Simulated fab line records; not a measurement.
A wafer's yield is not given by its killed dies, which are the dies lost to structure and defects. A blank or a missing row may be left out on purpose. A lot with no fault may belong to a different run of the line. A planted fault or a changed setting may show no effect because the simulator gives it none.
Problem report in the 8D (eight disciplines) form, filled by code :: flow sky130 :: the parts of the form that need people (team, actions taken, sign-off) are left out

1. THE ISSUE
Across 6 wafers from 2 lots, SD_N_RS at SKY_SD_N_RS_MEAS_16 averages 62.72 ohm/sq, while fault-free wafers read 68.54 ohm/sq with a standard deviation of 0.098. That is -59 standard deviations from the usual mean.
The step: measures by four-point-probe.
Seen first at day 33 18:49 on filmMetro-01, wafer L510.1. Wafers with a number at this step in the record: 36, from 12 lots. Rule for "out", or "out of limits": more than 4 standard deviations from the usual mean. All remaining wafers that have a number are taken as sound.

2. WHAT IT IS, WHAT IT ISN'T
question: which readings at this step
is: SD_N_RS
is not: -

question: which lots
is: L510, L512
is not: L493, L494, L495, L496, L499, L501, L502, L503, L513, L515

question: which wafers of those lots
is: all that have a number
is not: -

question: read on which gauges
is: filmMetro-01
is not: filmMetro-03, filmMetro-04

question: when
is: from day 33 18:49
is not: up to then (24 sound wafers); but 6 sound wafers of L513, L515 came after

3. THE SUSPECTS, EACH WITH WHAT RULES IT OUT
Counting: any tool at a process step up to the reading is kept as a suspect provided that every lot that is out went through it and no sound lot did after the first of them.
- the gauge at SKY_SD_N_RS_MEAS_16 is ruled out. All the wafers that are out were read on filmMetro-01, but those of them that SKY_SD_N_RTA_14 has rows for are out there too, on other tools.
- rtpAnneal-02 at SKY_SD_N_RTA_14 (time 2 s): kept. It processed each lot that is out, first L510 at day 33 18:38, and no sound lot thereafter; up to then, the last sound lot it processed was L502 at day 31 04:24. Out on those wafers are its own readings of lampPowerPct, wafer_temp_C_max.
Left after counting: rtpAnneal-02 at SKY_SD_N_RTA_14.

4. THE CAUSE (what the simulator had put in)
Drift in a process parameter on rtpAnneal-02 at SKY_SD_N_RTA_14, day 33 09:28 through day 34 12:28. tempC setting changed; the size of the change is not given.
Only this tool survived the counting.

5. SEQUENCE OF EFFECTS, ordered by route
Each row: a reading whose mean over the struck wafers that have a number lies more than 3 standard deviations from the usual. Only readings for which the record gives a usual standard deviation are gone through. hours: the time from each lot's start at the first step in this table that gives one to its start at this step, as a median over the lots. sigmas: the change in usual standard deviations.
hours: 0
step: SKY_SD_N_RTA_14
reading: lampPowerPct
usual: 15.74 %
on struck wafers: 16.59
change: +0.85
sigmas: +15

hours: 0
step: SKY_SD_N_RTA_14
reading: wafer_temp_C_max
usual: 1078.1
on struck wafers: 1110.7
change: +32.6
sigmas: +27

hours: 0
step: SKY_SD_N_RS_MEAS_16
reading: SD_N_RS
usual: 68.54 ohm/sq
on struck wafers: 62.72
change: -5.83
sigmas: -59

hours: 0
step: SKY_SD_N_RS_MEAS_17
reading: SD_P_RS
usual: 147.0 ohm/sq
on struck wafers: 118.9
change: -28.1
sigmas: -83
Process steps it contains:
- SKY_SD_N_RTA_14: time 2 s.

6. HOW IT WOULD HAVE BEEN CAUGHT EARLIER
9 hours passed between the start of the fault at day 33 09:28 and the first reading out of limits at a measuring or inspecting step in this record, taken at day 33 18:49.
Tool's own readings at SKY_SD_N_RTA_14, lampPowerPct, wafer_temp_C_max: out on all struck wafers the step has rows for; an alarm limit on them would have tripped on the first.
Among the 2 lots that are out, L512 began SKY_SD_N_RTA_14 on rtpAnneal-02 after day 33 18:49. Had the tool been put on hold then, it would have been spared.
